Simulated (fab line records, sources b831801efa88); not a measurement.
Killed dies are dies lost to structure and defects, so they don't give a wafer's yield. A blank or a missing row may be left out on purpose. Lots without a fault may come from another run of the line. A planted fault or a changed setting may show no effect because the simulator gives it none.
Which tool did it? | flow gf180mcu | 14 lots, 42 wafers sampled, at 2 steps of a route of 602

WHAT THE GAUGES READ, wafer by wafer
GF_PSD_RS_MEAS_14: measures by four-point-probe. Usual: NSD_RS 46.14 ohm/sq, standard deviation 0.098.
lot  | measured     | on            | NSD_RS (ohm/sq)   | flag
L851 | day 14 03:50 | film_metro-03 | 46.12 46.06 46.23 |
L852 | day 14 19:42 | film_metro-03 | 46.13 46.13 46.17 |
L853 | day 14 22:47 | film_metro-03 | 46.12 46.16 46.28 |
L854 | day 15 03:53 | film_metro-03 | 45.98 46.03 46.00 |
L855 | day 15 18:32 | film_metro-04 | 46.10 46.06 46.11 |
L859 | day 17 00:35 | film_metro-02 | 46.56 46.52 46.51 | OFF
L860 | day 17 05:52 | film_metro-04 | 46.55 46.74 46.61 | OFF
L862 | day 18 00:56 | film_metro-02 | 46.14 45.92 46.11 |
L864 | day 18 22:11 | film_metro-03 | 46.06 45.85 46.04 |
L865 | day 19 06:30 | film_metro-02 | 46.21 46.21 46.17 |
L868 | day 20 06:15 | film_metro-04 | 46.27 46.20 46.14 |
L872 | day 21 14:29 | film_metro-03 | 46.02 46.03 46.01 |
L873 | day 22 04:17 | film_metro-04 | 46.22 46.18 46.24 |
L874 | day 22 07:43 | film_metro-02 | 46.03 46.07 46.13 |

WHICH TOOL RAN EACH LOT (tool, then ch and the chambers of the sampled wafers, then the start)
lot  | GF_NSD_IMPLANT_10
L851 | implanter-03 ch 0, day 13 06:44
L852 | implanter-04 ch 0, day 13 22:11
L853 | implanter-02 ch 0, day 14 01:14
L854 | implanter-02 ch 0, day 14 05:29
L855 | implanter-04 ch 0, day 14 20:35
L859 | implanter-04 ch 0, day 16 01:05
L860 | implanter-04 ch 0, day 16 06:53
L862 | implanter-02 ch 0, day 17 01:32
L864 | implanter-02 ch 0, day 17 21:02
L865 | implanter-02 ch 0, day 18 05:39
L868 | implanter-03 ch 0, day 19 05:58
L872 | implanter-04 ch 0, day 20 14:35
L873 | implanter-04 ch 0, day 21 04:08
L874 | implanter-04 ch 0, day 21 07:50
- GF_NSD_IMPLANT_10

WHAT THE TOOLS THEMSELVES READ (means of the sampled wafers that have a number; where no wafer has one, the mark that the record gives instead)
The record holds no such reading with a usual standard deviation.

THE ANSWER, worked out from the rows above alone
Rule: a lot is off if the mean of its wafers that have a number lies more than 3 standard deviations from the usual mean. A lot without any number at a reading at which 4 lots or more have one is off too. The other lots that the step has rows for count as sound. The gauges are gone through in route order, then the tools' own readings, and for those a lot's mean is taken as printed above. The first step at which some lot is off is used, and at that step the reading that is off furthest; a lot without a number counts as furthest.
Off: L859, L860, at GF_PSD_RS_MEAS_14 (NSD_RS).
A tool fits if, at a process step before that reading, it ran every lot that is off, and no sound lot after the first of them. The gauges at GF_PSD_RS_MEAS_14 are tried like those tools. None of those tried fits.

WHAT THE SIMULATOR HAD PUT IN
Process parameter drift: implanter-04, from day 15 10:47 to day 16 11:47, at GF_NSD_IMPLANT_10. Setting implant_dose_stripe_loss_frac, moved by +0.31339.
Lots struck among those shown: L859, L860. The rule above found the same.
